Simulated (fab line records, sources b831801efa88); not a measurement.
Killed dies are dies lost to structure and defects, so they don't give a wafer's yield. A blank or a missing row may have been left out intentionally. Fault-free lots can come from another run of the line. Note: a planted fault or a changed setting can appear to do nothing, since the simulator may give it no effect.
The same fault as seen by 2 desks || flow gf180mcu || what lay behind the numbers comes last; until then each desk has only its own

== DESK OF THE TOOL OWNER: ilineStepper-02 ==
The tool's own readings at GF_HV_LDD_EXPOSE_28 (exposes mask Nplus HV AREA, target cd 400 nm): means of the sampled wafers that have a number, for each lot that ran on this tool. Marked OUT: a lot whose mean sits more than 4 standard deviations from the usual mean, which makes it out of limits; the brackets give that distance.
Columns: A = exposureDoseMJCm2 at GF_HV_LDD_EXPOSE_28, usual 139.99
{"lot": "L373", "first seen here": "day 12 12:56", "A": 140.10}
{"lot": "L375", "first seen here": "day 13 07:08", "A": 139.91}
{"lot": "L376", "first seen here": "day 13 12:08", "A": 139.84}
{"lot": "L377", "first seen here": "day 14 02:05", "A": 140.06}
{"lot": "L379", "first seen here": "day 14 13:54", "A": "129.74 (-73) OUT"}
{"lot": "L383", "first seen here": "day 15 18:15", "A": "129.61 (-74) OUT"}
This desk finds L379, L383 out of limits, L379 being first, at day 14 13:54 (exposureDoseMJCm2 at GF_HV_LDD_EXPOSE_28). L373, L375, L376, L377: within limits.

== AT THE METROLOGY DESK ==
Means of the sampled wafers that have a number, per lot and without regard to the tool the lot ran on: this is what the gauges read. Marked OUT: a lot whose mean sits more than 4 standard deviations from the usual mean, which makes it out of limits; the brackets give that distance.
Columns: A = POLY_GATE_OVL at GF_POLY_GATE_OVL_MEAS_11, usual 3 nm; B = cdNm at GF_HV_LDD_CD_MEAS_07, usual 400.1 nm; C = HV_LDD_OVL at GF_HV_LDD_OVL_MEAS_08, usual 0.4 nm; D = cdNm at GF_HV_LDD_CD_MEAS_31, usual 399.7 nm
{"lot": "L369", "first seen here": "day 9 02:09", "A": 2, "B": 397.6, "C": -0.3, "D": 400.9}
{"lot": "L370", "first seen here": "day 9 07:51", "A": 3, "B": 400.9, "C": 2.0, "D": 395.9}
{"lot": "L371", "first seen here": "day 9 15:52", "A": 5, "B": 402.6, "C": 0.3, "D": 398.4}
{"lot": "L373", "first seen here": "day 10 09:05", "A": 5, "B": 400.4, "C": 2.5, "D": 402.8}
{"lot": "L375", "first seen here": "day 11 04:14", "A": 1, "B": 400.6, "C": -0.4, "D": 400.1}
{"lot": "L376", "first seen here": "day 11 09:36", "A": 10, "B": 394.5, "C": 0.9, "D": 396.8}
{"lot": "L377", "first seen here": "day 11 22:51", "A": 5, "B": 397.7, "C": 0.3, "D": 400.2}
{"lot": "L378", "first seen here": "day 12 05:32", "A": -2, "B": 401.6, "C": -0.2, "D": 404.4}
{"lot": "L379", "first seen here": "day 12 09:02", "A": -8, "B": 399.3, "C": 0.8, "D": "377.2 (-9.4) OUT"}
{"lot": "L381", "first seen here": "day 12 18:29", "A": 9, "B": 400.5, "C": 2.7, "D": 401.8}
{"lot": "L382", "first seen here": "day 13 01:44", "A": -6, "B": 401.4, "C": -0.6, "D": 395.7}
{"lot": "L383", "first seen here": "day 13 11:37", "A": 3, "B": 400.4, "C": 0.7, "D": "379.0 (-8.6) OUT"}
{"lot": "L390", "first seen here": "day 15 15:56", "A": 7, "B": 400.8, "C": 0.9, "D": 398.0}
{"lot": "L391", "first seen here": "day 15 18:26", "A": 5, "B": 403.8, "C": 2.6, "D": 403.9}
This desk finds L379, L383 out of limits, L379 being first, at day 15 00:04 (cdNm at GF_HV_LDD_CD_MEAS_31). L369, L370, L371, L373, L375, L376, L377, L378, L381, L382, L390, L391: within limits.

== PUT TOGETHER ==
The tool owner's desk had the chance to raise an alarm at day 14 13:54 on L379, L383.
L379, L383 would have let the metrology desk raise an alarm at day 15 00:04.
Every lot named ran GF_HV_LDD_EXPOSE_28 on ilineStepper-02.

== WHAT THE SIMULATOR HAD INSERTED ==
Drift in process parameters on ilineStepper-02 at GF_HV_LDD_EXPOSE_28, starting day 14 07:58. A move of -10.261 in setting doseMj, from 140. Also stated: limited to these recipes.
Shown lots that were struck: L379, L383.
Hours from the fault's start to each desk's first reading out of limits: the tool owner's desk, 6; the metrology desk, 16.
